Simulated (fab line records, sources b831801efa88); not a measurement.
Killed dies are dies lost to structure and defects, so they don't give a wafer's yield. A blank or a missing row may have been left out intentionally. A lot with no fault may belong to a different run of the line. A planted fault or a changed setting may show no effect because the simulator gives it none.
fab line records	flow gf180mcu
record: lots: 24	wafers: 72	lastDay: 34
route steps=602 shown SAB@265 V1@352 M2@367 V3@444 V4@494
lots that met no fault: taken from a fault-free run of the same line
startH: the number of hours between the record's first day and the start of the first shown wafer of the lot	waitH: time in hours since the lot's previous step	" repeats the value in the row above	L1.1+2: a single row standing in for several wafers	- no value, or no start was given	* or withheld: withheld	< > ~ a bound
route shown NAME@n: names a module that has steps shown in the file, with the first one's number in the route	usual: the fault-free wafers' mean and standard deviation	same: alike in all rows	chamber/n: place in a boat	sites: per-site readings	_std_site: how widely they spread, as a standard deviation	_edge_site: the outer-site mean with the inner-site mean subtracted	radiusMm: how far each site lies from the wafer's centre	mask NAME#n: copy n	behind: the last tool/chamber to shape the wafer	hold: reason for holding the lot/hours on hold/outcome of the hold	device: whichever transistor did not switch (one of n, p or np)	end of line: the same wafers' tests at the end of the route	a step without rows: its recipe alone	killed: at the first sort, the dies lost to defects and structure; wafer yield is something else	map: the dies of a wafer, with x for killed, . for not killed, _ for no die there
set.NAME: the setting as run; set.NAME@STEP: as run at that earlier step	model.NAME: the simulator's own value behind a step, which no gauge read
one table for each step of the route and one row for each wafer, over a sample of lots
services: when a tool's chamber went out of use (startH, in hours from the record's first day, below 0 if earlier), for how many hours, and the reason
== steps ==
step: GF_SAB_THK_MEAS_01
recipe: reads: SiO2_of_SAB_CVD_00
usual: SAB_CVD_00_THK: 49.9/0.61
lot.wafer	tool	chamber	startH	waitH	SAB_CVD_00_THK[nm]
L074.1	filmMetro-02	-	319.25	0.1	50.0
L074.3	"	-	"	"	50.4
L074.4	"	-	"	"	50.6
L075.1	filmMetro-03	-	325.47	0.0	49.4
L075.3	"	-	"	"	49.2
L075.5	"	-	"	"	50.1
L076.1	filmMetro-03	-	330.76	0.0	49.6
L076.2	"	-	"	"	50.3
L076.3	"	-	"	"	50.0
L077.1	filmMetro-01	-	348.49	0.0	49.9
L077.5	"	-	"	"	50.0
L077.6	"	-	"	"	50.0
L078.2	filmMetro-01	-	352.88	0.0	49.5
L078.3	"	-	"	"	48.7
L078.5	"	-	"	"	50.4
L079.2	filmMetro-02	-	358.07	0.0	49.9
L079.3	"	-	"	"	49.8
L079.4	"	-	"	"	49.9
L080.1	filmMetro-02	-	369.39	0.0	49.9
L080.3	"	-	"	"	50.1
L080.6	"	-	"	"	50.4
L081.2	filmMetro-01	-	379.65	0.0	49.9
L081.4	"	-	"	"	50.6
L081.6	"	-	"	"	51.3
L082.2	filmMetro-02	-	382.70	0.0	48.9
L082.3	"	-	"	"	49.4
L082.6	"	-	"	"	49.5
L083.2	filmMetro-02	-	395.04	0.0	50.3
L083.4	"	-	"	"	51.2
L083.6	"	-	"	"	50.7
L084.3	filmMetro-01	-	402.52	0.0	49.7
L084.4	"	-	"	"	50.6
L084.5	"	-	"	"	51.0
L085.1	filmMetro-02	-	409.63	0.0	48.9
L085.5	"	-	"	"	50.2
L085.6	"	-	"	"	49.9
L086.2	filmMetro-02	-	417.19	0.0	49.5
L086.4	"	-	"	"	50.3
L086.5	"	-	"	"	50.6
L087.2	filmMetro-01	-	428.05	0.0	49.2
L087.3	"	-	"	"	48.9
L087.5	"	-	"	"	50.2
L088.1	filmMetro-01	-	433.60	0.0	48.8
L088.4	"	-	"	"	49.8
L088.6	"	-	"	"	49.9
L089.4	filmMetro-01	-	448.58	0.0	49.6
L089.5	"	-	"	"	50.1
L089.6	"	-	"	"	50.1
L090.1	filmMetro-02	-	451.52	0.0	49.0
L090.5	"	-	"	"	50.8
L090.6	"	-	"	"	50.3
L091.1	filmMetro-02	-	458.53	0.0	48.9
L091.2	"	-	"	"	50.2
L091.5	"	-	"	"	50.1
L092.1	filmMetro-02	-	467.34	0.0	50.2
L092.2	"	-	"	"	49.6
L092.4	"	-	"	"	50.4
L093.3	filmMetro-02	-	477.91	0.0	50.3
L093.4	"	-	"	"	51.1
L093.5	"	-	"	"	50.5
L094.3	filmMetro-01	-	487.55	0.0	49.3
L094.4	"	-	"	"	49.6
L094.5	"	-	"	"	50.9
L095.2	filmMetro-01	-	492.30	0.1	49.4
L095.4	"	-	"	"	50.6
L095.6	"	-	"	"	50.0
L096.1	filmMetro-01	-	504.16	0.0	49.5
L096.2	"	-	"	"	50.0
L096.6	"	-	"	"	49.8
L097.2	filmMetro-01	-	515.41	0.0	49.7
L097.4	"	-	"	"	50.1
L097.5	"	-	"	"	50.3
step: GF_V1_ETCH_17
recipe: chemistry: C4F8/O2/Ar	maskMaterial: KrF	target: SiO2	stopOn: TiN	sourceW: 1500	biasW: 1200	pressureMtorr: 40	c4f8FlowSccm: withheld	O2_flow_sccm: 6	Ar_flow_sccm: 300	timeS: withheld	targetDepthA: 6300
usual: oesProductAu: 0.855/0.0049	rfFwdPowerW: 1493/5.1
lot.wafer	tool	chamber	startH	waitH	oesProductAu	rfFwdPowerW
L074.1	rieDiel-03	0	-	-	0.850	1493
L074.3	"	2	"	"	0.851	1499
L074.4	"	1	"	"	0.856	1488
L075.1	rieDiel-04	3	-	-	0.845	1491
L075.3	"	1	"	"	0.862	1500
L075.5	"	2	"	"	0.855	1484
L076.1	rieDiel-04	2	-	-	0.856	1490
L076.2	"	1	"	"	0.859	1491
L076.3	"	0	"	"	0.854	1491
L077.1	rieDiel-02	0	-	-	0.855	1503
L077.5	"	3	"	"	0.852	1496
L077.6	"	2	"	"	0.859	1493
L078.2	rieDiel-03	3	-	-	0.856	1498
L078.3	"	2	"	"	0.854	1496
L078.5	"	1	"	"	0.856	1494
L079.2	rieDiel-04	0	-	-	0.844	1492
L079.3	"	3	"	"	0.850	1495
L079.4	"	1	"	"	0.857	1491
L080.1	rieDiel-04	1	-	-	0.859	1497
L080.3	"	0	"	"	0.857	1494
L080.6	"	3	"	"	0.850	1499
L081.2	rieDiel-04	0	-	-	0.851	1493
L081.4	"	2	"	"	0.855	1488
L081.6	"	1	"	"	0.853	1492
L082.2	rieDiel-04	1	-	-	0.855	1496
L082.3	"	2	"	"	0.854	1487
L082.6	"	0	"	"	0.852	1493
L083.2	rieDiel-03	1	-	-	0.860	1497
L083.4	"	2	"	"	0.852	1491
L083.6	"	1	"	"	0.859	1495
L084.3	rieDiel-02	2	-	-	0.858	1487
L084.4	"	3	"	"	0.858	1490
L084.5	"	2	"	"	0.857	1490
L085.1	rieDiel-03	3	-	-	0.854	1496
L085.5	"	3	"	"	0.862	1500
L085.6	"	0	"	"	0.861	1484
L086.2	rieDiel-02	1	-	-	0.857	1502
L086.4	"	3	"	"	0.856	1498
L086.5	"	1	"	"	0.852	1499
L087.2	rieDiel-03	0	-	-	0.862	1487
L087.3	"	2	"	"	0.853	1503
L087.5	"	2	"	"	0.855	1496
L088.1	rieDiel-04	3	-	-	0.852	1486
L088.4	"	1	"	"	0.841	1498
L088.6	"	2	"	"	0.860	1488
L089.4	rieDiel-03	0	-	-	0.848	1490
L089.5	"	1	"	"	0.856	1487
L089.6	"	0	"	"	0.861	1485
L090.1	rieDiel-02	2	-	-	0.854	1497
L090.5	"	0	"	"	0.852	1492
L090.6	"	3	"	"	0.856	1486
L091.1	rieDiel-02	1	-	-	0.866	1494
L091.2	"	0	"	"	0.855	1494
L091.5	"	3	"	"	0.850	1487
L092.1	rieDiel-03	3	-	-	0.855	1499
L092.2	"	1	"	"	0.854	1496
L092.4	"	0	"	"	0.849	1498
L093.3	rieDiel-04	0	-	-	0.852	1492
L093.4	"	3	"	"	0.855	1496
L093.5	"	2	"	"	0.862	1492
L094.3	rieDiel-03	1	-	-	0.858	1496
L094.4	"	3	"	"	0.861	1496
L094.5	"	3	"	"	0.841	1490
L095.2	rieDiel-04	2	-	-	0.853	1492
L095.4	"	1	"	"	0.856	1499
L095.6	"	1	"	"	0.853	1499
L096.1	rieDiel-03	1	-	-	0.853	1486
L096.2	"	0	"	"	0.850	1490
L096.6	"	3	"	"	0.861	1496
L097.2	rieDiel-03	3	-	-	0.852	1497
L097.4	"	2	"	"	0.863	1509
L097.5	"	0	"	"	0.853	1494
step: GF_M2_RS_MEAS_05
recipe: thkMeasGauge: four-point-probe	reads: TiN_of_M2_SPUTTER_04+Ti_of_M2_SPUTTER_03+AlCu_of_M2_SPUTTER_02+TiN_of_M2_SPUTTER_01+Ti_of_M2_SPUTTER_00
usual: M2_ALCU_RS: 0.0695/0.00069
lot.wafer	tool	chamber	startH	waitH	M2_ALCU_RS[ohm/sq]
L074.1	filmMetro-01	-	412.56	0.0	0.0695
L074.3	"	-	"	"	0.0696
L074.4	"	-	"	"	0.0693
L075.1	filmMetro-02	-	418.44	0.0	0.0689
L075.3	"	-	"	"	0.0686
L075.5	"	-	"	"	0.0690
L076.1	filmMetro-04	-	424.37	0.0	0.0694
L076.2	"	-	"	"	0.0690
L076.3	"	-	"	"	0.0697
L077.1	filmMetro-01	-	443.88	0.0	0.0702
L077.5	"	-	"	"	0.0697
L077.6	"	-	"	"	0.0702
L078.2	filmMetro-01	-	451.31	0.0	0.0702
L078.3	"	-	"	"	0.0689
L078.5	"	-	"	"	0.0691
L079.2	filmMetro-04	-	454.17	0.0	0.0705
L079.3	"	-	"	"	0.0715
L079.4	"	-	"	"	0.0709
L080.1	filmMetro-01	-	468.87	0.0	0.0691
L080.3	"	-	"	"	0.0697
L080.6	"	-	"	"	0.0695
L081.2	filmMetro-04	-	480.20	0.0	0.0693
L081.4	"	-	"	"	0.0696
L081.6	"	-	"	"	0.0687
L082.2	filmMetro-01	-	484.78	0.0	0.0698
L082.3	"	-	"	"	0.0695
L082.6	"	-	"	"	0.0699
L083.2	filmMetro-04	-	495.86	0.0	0.0706
L083.4	"	-	"	"	0.0714
L083.6	"	-	"	"	0.0708
L084.3	filmMetro-02	-	504.35	0.1	0.0695
L084.4	"	-	"	"	0.0699
L084.5	"	-	"	"	0.0697
L085.1	filmMetro-01	-	511.70	0.0	0.0696
L085.5	"	-	"	"	0.0695
L085.6	"	-	"	"	0.0691
L086.2	filmMetro-04	-	520.15	0.0	0.0685
L086.4	"	-	"	"	0.0692
L086.5	"	-	"	"	0.0690
L087.2	filmMetro-04	-	529.15	0.1	0.0690
L087.3	"	-	"	"	0.0700
L087.5	"	-	"	"	0.0698
L088.1	filmMetro-01	-	535.32	0.0	0.0686
L088.4	"	-	"	"	0.0692
L088.6	"	-	"	"	0.0691
L089.4	filmMetro-02	-	549.50	0.1	0.0707
L089.5	"	-	"	"	0.0705
L089.6	"	-	"	"	0.0691
L090.1	filmMetro-01	-	551.58	0.0	0.0695
L090.5	"	-	"	"	0.0682
L090.6	"	-	"	"	0.0693
L091.1	filmMetro-01	-	557.48	0.0	0.0685
L091.2	"	-	"	"	0.0683
L091.5	"	-	"	"	0.0689
L092.1	filmMetro-01	-	566.97	0.0	0.0693
L092.2	"	-	"	"	0.0699
L092.4	"	-	"	"	0.0685
L093.3	filmMetro-02	-	576.05	0.1	0.0705
L093.4	"	-	"	"	0.0697
L093.5	"	-	"	"	0.0699
L094.3	filmMetro-04	-	585.57	0.1	0.0702
L094.4	"	-	"	"	0.0696
L094.5	"	-	"	"	0.0696
L095.2	filmMetro-04	-	590.00	0.0	0.0689
L095.4	"	-	"	"	0.0693
L095.6	"	-	"	"	0.0687
L096.1	filmMetro-04	-	599.75	0.0	0.0688
L096.2	"	-	"	"	0.0700
L096.6	"	-	"	"	0.0691
L097.2	filmMetro-02	-	608.89	0.0	0.0707
L097.4	"	-	"	"	0.0702
L097.5	"	-	"	"	0.0707
step: GF_V3_OVL_MEAS_15
usual: V3_OVL: 1/5.4
lot.wafer	tool	chamber	startH	waitH	V3_OVL[nm]
L074.1	overlay-01	-	512.26	0.1	-3
L074.3	"	-	"	"	1
L074.4	"	-	"	"	3
L075.1	overlay-01	-	519.49	0.1	-3
L075.3	"	-	"	"	2
L075.5	"	-	"	"	2
L076.1	overlay-01	-	525.91	0.1	1
L076.2	"	-	"	"	8
L076.3	"	-	"	"	5
L077.1	overlay-02	-	542.66	0.1	2
L077.5	"	-	"	"	2
L077.6	"	-	"	"	0
L078.2	overlay-02	-	549.08	0.1	-2
L078.3	"	-	"	"	-1
L078.5	"	-	"	"	-3
L079.2	overlay-02	-	552.75	0.1	13
L079.3	"	-	"	"	14
L079.4	"	-	"	"	3
L080.1	overlay-02	-	566.44	0.1	-4
L080.3	"	-	"	"	5
L080.6	"	-	"	"	5
L081.2	overlay-02	-	576.60	0.1	-3
L081.4	"	-	"	"	-6
L081.6	"	-	"	"	3
L082.2	overlay-01	-	579.61	0.1	10
L082.3	"	-	"	"	1
L082.6	"	-	"	"	9
L083.2	overlay-01	-	591.60	0.1	6
L083.4	"	-	"	"	4
L083.6	"	-	"	"	9
L084.3	overlay-01	-	598.51	0.1	-3
L084.4	"	-	"	"	-5
L084.5	"	-	"	"	0
L085.1	overlay-01	-	604.31	0.1	5
L085.5	"	-	"	"	5
L085.6	"	-	"	"	2
L086.2	overlay-01	-	611.65	0.1	-5
L086.4	"	-	"	"	-9
L086.5	"	-	"	"	-4
L087.2	overlay-02	-	620.46	0.1	1
L087.3	"	-	"	"	-8
L087.5	"	-	"	"	-1
L088.1	overlay-02	-	625.12	0.1	11
L088.4	"	-	"	"	4
L088.6	"	-	"	"	5
L089.4	overlay-02	-	638.37	0.1	-11
L089.5	"	-	"	"	-4
L089.6	"	-	"	"	-12
L090.1	overlay-02	-	640.26	0.1	1
L090.5	"	-	"	"	-1
L090.6	"	-	"	"	9
L091.1	overlay-02	-	645.54	0.1	-8
L091.2	"	-	"	"	1
L091.5	"	-	"	"	0
L092.1	overlay-02	-	653.09	0.1	-3
L092.2	"	-	"	"	-4
L092.4	"	-	"	"	-6
L093.3	overlay-02	-	662.63	0.1	-6
L093.4	"	-	"	"	1
L093.5	"	-	"	"	-10
L094.3	overlay-02	-	670.15	0.1	5
L094.4	"	-	"	"	0
L094.5	"	-	"	"	2
L095.2	overlay-01	-	676.07	0.1	3
L095.4	"	-	"	"	3
L095.6	"	-	"	"	7
L096.1	overlay-02	-	684.36	0.1	3
L096.2	"	-	"	"	2
L096.6	"	-	"	"	0
L097.2	overlay-02	-	692.30	0.1	-6
L097.4	"	-	"	"	-10
L097.5	"	-	"	"	-5
step: GF_V3_RS_MEAS_24
recipe: thkMeasGauge: four-point-probe	reads: W_of_V3_CVD_23+TiN_of_V3_SPUTTER_22+Ti_of_V3_SPUTTER_21
usual: V3_W_RS: 0.326/0.0059
lot.wafer	tool	chamber	startH	waitH	V3_W_RS[ohm/sq]
L074.1	filmMetro-01	-	513.17	0.1	0.331
L074.3	"	-	"	"	0.326
L074.4	"	-	"	"	0.319
L075.1	filmMetro-01	-	520.54	0.1	0.323
L075.3	"	-	"	"	0.321
L075.5	"	-	"	"	0.321
L076.1	filmMetro-01	-	526.83	0.1	0.327
L076.2	"	-	"	"	0.333
L076.3	"	-	"	"	0.328
L077.1	filmMetro-01	-	543.57	0.1	0.334
L077.5	"	-	"	"	0.320
L077.6	"	-	"	"	0.331
L078.2	filmMetro-01	-	550.00	0.1	0.336
L078.3	"	-	"	"	0.333
L078.5	"	-	"	"	0.337
L079.2	filmMetro-01	-	553.67	0.1	0.321
L079.3	"	-	"	"	0.321
L079.4	"	-	"	"	0.330
L080.1	filmMetro-01	-	567.76	0.1	0.322
L080.3	"	-	"	"	0.324
L080.6	"	-	"	"	0.317
L081.2	filmMetro-03	-	577.64	0.2	0.321
L081.4	"	-	"	"	0.326
L081.6	"	-	"	"	0.322
L082.2	filmMetro-01	-	580.99	0.2	0.321
L082.3	"	-	"	"	0.320
L082.6	"	-	"	"	0.322
L083.2	filmMetro-01	-	592.52	0.1	0.324
L083.4	"	-	"	"	0.334
L083.6	"	-	"	"	0.335
L084.3	filmMetro-03	-	599.53	0.1	0.336
L084.4	"	-	"	"	0.327
L084.5	"	-	"	"	0.337
L085.1	filmMetro-02	-	605.22	0.1	0.320
L085.5	"	-	"	"	0.320
L085.6	"	-	"	"	0.328
L086.2	filmMetro-03	-	612.59	0.1	0.334
L086.4	"	-	"	"	0.335
L086.5	"	-	"	"	0.331
L087.2	filmMetro-01	-	621.42	0.1	0.319
L087.3	"	-	"	"	0.332
L087.5	"	-	"	"	0.331
L088.1	filmMetro-03	-	626.06	0.1	0.318
L088.4	"	-	"	"	0.330
L088.6	"	-	"	"	0.324
L089.4	filmMetro-03	-	639.34	0.1	0.318
L089.5	"	-	"	"	0.331
L089.6	"	-	"	"	0.319
L090.1	filmMetro-03	-	641.18	0.1	0.333
L090.5	"	-	"	"	0.324
L090.6	"	-	"	"	0.331
L091.1	filmMetro-03	-	646.46	0.1	0.337
L091.2	"	-	"	"	0.325
L091.5	"	-	"	"	0.321
L092.1	filmMetro-02	-	654.02	0.1	0.330
L092.2	"	-	"	"	0.318
L092.4	"	-	"	"	0.318
L093.3	filmMetro-01	-	663.57	0.1	0.334
L093.4	"	-	"	"	0.320
L093.5	"	-	"	"	0.320
L094.3	filmMetro-01	-	671.12	0.1	0.331
L094.4	"	-	"	"	0.319
L094.5	"	-	"	"	0.333
L095.2	filmMetro-01	-	677.03	0.1	0.322
L095.4	"	-	"	"	0.337
L095.6	"	-	"	"	0.319
L096.1	filmMetro-03	-	685.30	0.1	0.328
L096.2	"	-	"	"	0.322
L096.6	"	-	"	"	0.331
L097.2	filmMetro-01	-	693.23	0.1	0.324
L097.4	"	-	"	"	0.321
L097.5	"	-	"	"	0.334
step: GF_V4_STRIP_18
recipe: chemistry: O2/N2	powerW: 1400	pressureMtorr: 1500	platenTempC: 250	o2FlowSccm: 3000	n2FlowSccm: 300	overashFraction: 0.5
usual: drypumpMotorCurrentA: 5.6/0.39	heaterPowerW: 301/20	o2FlowSccm: 3000/9	oesProductAu: 0.593/0.0049
lot.wafer	tool	chamber	startH	waitH	drypumpMotorCurrentA	heaterPowerW	o2FlowSccm	oesProductAu	rfHoursCounterH
L074.1	plasmaAsher-01	0	561.03	-	6.6	304	2998	0.583	94
L074.3	"	0	"	"	6.6	311	2993	0.586	-
L074.4	"	1	"	"	5.3	342	3004	0.582	-
L075.1	plasmaAsher-03	0	567.72	-	5.6	287	2993	0.586	81
L075.3	"	0	"	"	5.6	281	2999	0.595	-
L075.5	"	0	"	"	5.6	295	3000	0.593	-
L076.1	plasmaAsher-03	1	573.98	-	5.5	307	2995	0.593	82
L076.2	"	0	"	"	5.5	295	2989	0.585	82
L076.3	"	0	"	"	5.5	295	2995	0.588	-
L077.1	plasmaAsher-01	1	589.83	-	5.3	332	2998	0.595	97
L077.5	"	0	"	"	6.6	310	2997	0.602	-
L077.6	"	1	"	"	5.3	336	2996	0.599	-
L078.2	plasmaAsher-03	0	595.52	-	5.6	292	3006	0.593	84
L078.3	"	0	"	"	5.6	292	2997	0.594	-
L078.5	"	1	"	"	5.5	302	2990	0.593	-
L079.2	plasmaAsher-03	0	598.63	-	5.6	298	3008	0.591	85
L079.3	"	1	"	"	5.5	306	3008	0.591	-
L079.4	"	0	"	"	5.6	294	3009	0.593	-
L080.1	plasmaAsher-03	1	613.12	-	5.5	311	3000	0.589	86
L080.3	"	0	"	"	5.5	291	2996	0.594	-
L080.6	"	0	"	"	5.5	298	3002	0.595	-
L081.2	plasmaAsher-03	0	622.05	-	5.6	295	2983	0.599	87
L081.4	"	1	"	"	5.6	304	3011	0.597	-
L081.6	"	0	"	"	5.6	295	2989	0.603	-
L082.2	plasmaAsher-01	0	624.77	-	6.6	302	2989	0.597	100
L082.3	"	1	"	"	5.3	343	2991	0.588	-
L082.6	"	1	"	"	5.3	334	2989	0.594	-
L083.2	plasmaAsher-01	0	636.80	-	6.6	310	3000	0.598	101
L083.4	"	0	"	"	6.6	305	2989	0.586	-
L083.6	"	0	"	"	6.6	310	2997	0.597	-
L084.3	plasmaAsher-02	0	643.18	-	5.6	265	2995	0.592	-
L084.4	"	1	"	"	5.3	305	3001	0.594	-
L084.5	"	1	"	"	5.3	304	3007	0.588	-
L085.1	plasmaAsher-01	0	647.88	-	6.6	314	3015	0.598	103
L085.5	"	1	"	"	5.2	334	3024	0.597	-
L085.6	"	0	"	"	6.6	312	3009	0.584	-
L086.2	plasmaAsher-02	1	655.40	-	5.3	308	2990	0.598	58
L086.4	"	1	"	"	5.3	301	3008	0.592	-
L086.5	"	1	"	"	5.3	306	3001	0.588	-
L087.2	plasmaAsher-03	0	663.80	-	5.6	289	2994	0.598	92
L087.3	"	0	"	"	5.6	292	2987	0.593	-
L087.5	"	0	"	"	5.6	289	2999	0.590	-
L088.1	plasmaAsher-03	1	668.85	-	5.5	306	2997	0.596	92
L088.4	"	0	"	"	5.5	293	2995	0.591	-
L088.6	"	1	"	"	5.5	303	2994	0.601	-
L089.4	plasmaAsher-02	1	680.30	-	5.3	305	3005	0.593	-
L089.5	"	1	"	"	5.4	303	3003	0.601	-
L089.6	"	0	"	"	5.7	269	3012	0.593	-
L090.1	plasmaAsher-02	0	682.62	-	5.6	254	2986	0.593	61
L090.5	"	0	"	"	5.6	267	2988	0.598	-
L090.6	"	1	"	"	5.4	308	2998	0.591	-
L091.1	plasmaAsher-01	0	686.54	-	6.6	315	2999	0.594	106
L091.2	"	1	"	"	5.3	336	3016	0.590	106
L091.5	"	0	"	"	6.6	315	2997	0.592	-
L092.1	plasmaAsher-02	0	694.05	-	5.7	264	2998	0.607	62
L092.2	"	1	"	"	5.4	312	3006	0.597	62
L092.4	"	0	"	"	5.7	255	2996	0.591	-
L093.3	plasmaAsher-02	1	704.07	-	5.4	311	3017	0.588	-
L093.4	"	0	"	"	5.7	273	2985	0.586	-
L093.5	"	0	"	"	5.7	266	2991	0.595	-
L094.3	plasmaAsher-03	0	710.60	-	5.6	286	2984	0.588	-
L094.4	"	1	"	"	5.5	303	3005	0.596	-
L094.5	"	1	"	"	5.5	299	2999	0.592	-
L095.2	plasmaAsher-02	0	716.30	-	5.6	264	3005	0.589	65
L095.4	"	0	"	"	5.6	265	3010	0.595	-
L095.6	"	1	"	"	5.3	309	3009	0.595	-
L096.1	plasmaAsher-03	1	724.87	-	5.5	310	2997	0.588	99
L096.2	"	0	"	"	5.5	281	2996	0.593	99
L096.6	"	0	"	"	5.5	290	3006	0.586	-
L097.2	plasmaAsher-03	0	731.67	-	5.6	293	3006	0.592	99
L097.4	"	1	"	"	5.5	305	2985	0.590	-
L097.5	"	1	"	"	5.5	310	2996	0.593	-
== services ==
tool	chamber	startH	hours	kind
rieDiel-04	3	391.82	12.9	repair
rieDiel-02	-	401.54	0.7	repair
rieDiel-02	-	424.13	14.6	pm
rieDiel-03	2	427.31	2.0	repair
plasmaAsher-03	-	450.81	1.3	repair
rieDiel-04	3	470.39	23.6	repair
plasmaAsher-01	-	493.56	2.8	pm
rieDiel-02	-	497.00	0.2	repair
rieDiel-03	1	515.93	13.2	repair
plasmaAsher-03	-	517.16	15.6	pm
rieDiel-02	-	583.27	1.9	repair
plasmaAsher-01	-	586.25	1.7	repair
rieDiel-02	1	596.08	36.2	repair
rieDiel-02	3	614.01	1.4	repair
plasmaAsher-03	-	636.36	0.9	repair
plasmaAsher-01	-	650.00	3.7	repair
rieDiel-03	2	655.22	5.8	repair
rieDiel-03	0	666.48	-	clean
rieDiel-03	0	666.48	18.9	scheduledDown
rieDiel-04	-	699.47	0.5	repair
plasmaAsher-01	-	704.42	2.5	repair
rieDiel-03	1	718.41	1.2	repair
rieDiel-04	2	723.79	3.5	repair
plasmaAsher-03	-	728.45	1.0	repair
== key ==
fault none
